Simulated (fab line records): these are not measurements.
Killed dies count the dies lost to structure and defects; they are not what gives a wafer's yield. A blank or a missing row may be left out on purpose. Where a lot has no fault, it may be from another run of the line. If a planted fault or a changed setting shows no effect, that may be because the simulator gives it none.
Code-filled problem report in 8D (eight disciplines) form -- flow sfqLine -- the parts of the form that need people (team, actions taken, sign-off) are left out

1. WHAT IS WRONG
Wafers without a fault read 200.4 nm with a standard deviation of 0.86, while thkNm at SFQ_TRILAYER_I0_METRO_MEASURE_029 averages 213.8 nm across 2 wafers of 1 lot. Measured from the usual mean, that is +16 standard deviations.
The first sign was on wafer L716.2 at day 15 05:05, on filmMetro-04. At this step, 39 wafers from 13 lots have a number in the record. Rule for "out" (also "out of limits"): further than 4 standard deviations from the usual mean. The rest of the wafers with a number are treated as sound.

2. WHAT IT IS, AND WHAT IT ISN'T
question,is,is not
which readings at this step,thkNm,-
which lots,L716,"L709, L710, L712, L714, L718, L726, L727, L728, L729, L730, L731, L732"
which wafers of those lots,"L716.2, L716.6",L716.1
read on which tools,filmMetro-04,"filmMetro-01, filmMetro-02"
when,from day 15 05:05,"up to then (13 sound wafers); but 24 sound wafers of L718, L726, L727, L728, L729, L730, L731, L732 came after"

3. WHAT RULES OUT EACH SUSPECT
Counting: if a tool at a process step up to the reading ran every lot that is out, it stays a suspect. Sound lots after the first of them don't rule it out here, since some wafers of a struck lot are sound.
- cmp-02 at SFQ_TRILAYER_I0_CMP_CMP_028 (polishes SiO2): kept. L716, the lot that is out, went through it at day 15 02:28; up to then, the latest sound lot through it was L714 at day 14 03:16.
- filmMetro-04 at SFQ_TRILAYER_I0_METRO_MEASURE_029: kept. L716, the lot that is out, went through it at day 15 05:05; up to then, the latest sound lot through it was L710 at day 12 14:32. Its own readings are out on those wafers: thkNm.
- Within cmp-02 at SFQ_TRILAYER_I0_CMP_CMP_028: the wafers that are out ran in chambers 0, 3; their sound lot-mates ran in chamber 2.
Remaining after the count are cmp-02 at SFQ_TRILAYER_I0_CMP_CMP_028 and filmMetro-04 at SFQ_TRILAYER_I0_METRO_MEASURE_029.

4. THE CAUSE (what the simulator had put in)
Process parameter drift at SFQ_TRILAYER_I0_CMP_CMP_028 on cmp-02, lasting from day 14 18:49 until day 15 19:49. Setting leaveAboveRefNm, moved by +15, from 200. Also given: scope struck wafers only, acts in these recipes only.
Counting leaves 2 suspects; this tool is one of them.

5. THE CHAIN OF EFFECTS, in route order
Each row: a reading whose mean over the struck wafers that have a number lies more than 3 standard deviations from the usual. Readings are gone through only where the record gives a usual standard deviation; hours: the median, over the lots, of the time from a lot's start at the first step in this table giving one to that lot's start at this step; sigmas: the change measured in usual standard deviations.
hours,step,reading,usual,on struck wafers,change,sigmas
0,SFQ_TRILAYER_I0_METRO_MEASURE_029,thkNm,200.4 nm,213.8,+13.4,+16
138,SFQ_TRILAYER_I0_VIA_ETCH_VIA_ETCH_034,oesProductAu,0.856 a.u.,0.881,+0.025,+4.5
It contains these process steps:
- SFQ_TRILAYER_I0_METRO_MEASURE_029
- SFQ_TRILAYER_I0_VIA_ETCH_VIA_ETCH_034: etches SiO2 in CHF3, stops on Nb, target depth 260 nm.

6. HOW IT WOULD HAVE BEEN CAUGHT EARLIER
In this record the first reading out of limits was taken at day 15 05:05, 10 hours after the fault began at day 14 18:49.
An alarm limit of 4 standard deviations would not have fired on the tool readings at SFQ_TRILAYER_I0_CMP_CMP_028 for which the record gives a usual standard deviation, since none of them was out on any struck wafer.
By day 15 05:05, every lot that is out (1) had started SFQ_TRILAYER_I0_CMP_CMP_028 on cmp-02. Holding the tool at that point would not have protected any of them.
